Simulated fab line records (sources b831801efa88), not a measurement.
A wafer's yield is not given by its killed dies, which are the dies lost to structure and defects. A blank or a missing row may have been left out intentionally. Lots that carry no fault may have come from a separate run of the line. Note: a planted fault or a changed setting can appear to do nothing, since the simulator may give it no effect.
8D (eight disciplines) problem report, filled in by code / flow sky130 / the parts of the form that need people (team, actions taken, sign-off) are left out

== 1. WHAT IS WRONG ==
Mean of rfFwdPowerW at SKY_METAL1_ETCH_18: 575.1 W across 6 wafers in 2 lots; on wafers with no fault it is 493.8 W (standard deviation 1.6). That is +51 standard deviations from the usual mean.
The step: etches BARC in N2/H2, stops on SiO2, time 45.9 s, target depth 60 nm.
First observed at day 35 06:48: wafer L526.1, on rieMetal-02. At this step, 18 wafers from 6 lots have a number in the record. By rule, "out" or "out of limits" means more than 4 standard deviations away from the usual mean. The rest of the wafers with a number are treated as sound.

== 2. WHAT IT IS; WHAT IT IS NOT ==
question=which readings at this step | is=rfFwdPowerW | is not=drypumpMotorCurrentA
question=which lots | is=L526, L529 | is not=L523, L536, L538, L541
question=which wafers of those lots | is=all that have a number | is not=-
question=read on which tools | is=rieMetal-02 | is not=rieMetal-01
question=when | is=from day 35 06:48 | is not=up to then (3 sound wafers); but 9 sound wafers of L536, L538, L541 came after

== 3. THE SUSPECTS, EACH WITH WHAT RULES IT OUT ==
Counting: a tool stays on the suspect list if, at a process step up to the reading, it processed all lots that are out and no sound lot following the first of them.
- rieMetal-02 at SKY_METAL1_DESCUM_17 (chemistry O2, time 8 s): ruled out as a lasting fault. The sound lots L541 went through it after L526, its earliest lot that is out (day 35 06:44).
- rieMetal-02 at SKY_METAL1_ETCH_18 (etches BARC in N2/H2, stops on SiO2, time 45.9 s, target depth 60 nm): ruled out as a lasting fault. The sound lots L541 went through it after L526, its earliest lot that is out (day 35 06:48).
Left after counting: nothing in the record.

== 4. THE CAUSE (what the simulator had put in) ==
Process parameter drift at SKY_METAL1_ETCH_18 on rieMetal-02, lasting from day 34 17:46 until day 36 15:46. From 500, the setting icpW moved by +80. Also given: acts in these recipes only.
Counting ruled it out, wrongly.

== 5. THE CHAIN OF EFFECTS, in route order ==
Each row: a reading whose mean over the struck wafers that have a number lies more than 3 standard deviations from the usual. Only readings whose record carries a usual standard deviation are examined. hours: median over the lots of the time between each lot's start at the first step of this table that gives one and its start at this step. sigmas: the change, counted in usual standard deviations.
hours=0; step=SKY_METAL1_ETCH_18; reading=rfFwdPowerW; usual=493.8 W; on struck wafers=575.1; change=+81.3; sigmas=+51
Here are the process steps it includes:
- SKY_METAL1_ETCH_18: etches BARC in N2/H2, stops on SiO2, time 45.9 s, target depth 60 nm.

== 6. HOW IT WOULD HAVE BEEN CAUGHT EARLIER ==
The fault began at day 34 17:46; the first out-of-limits reading in this record came at day 35 06:48, 13 hours later.
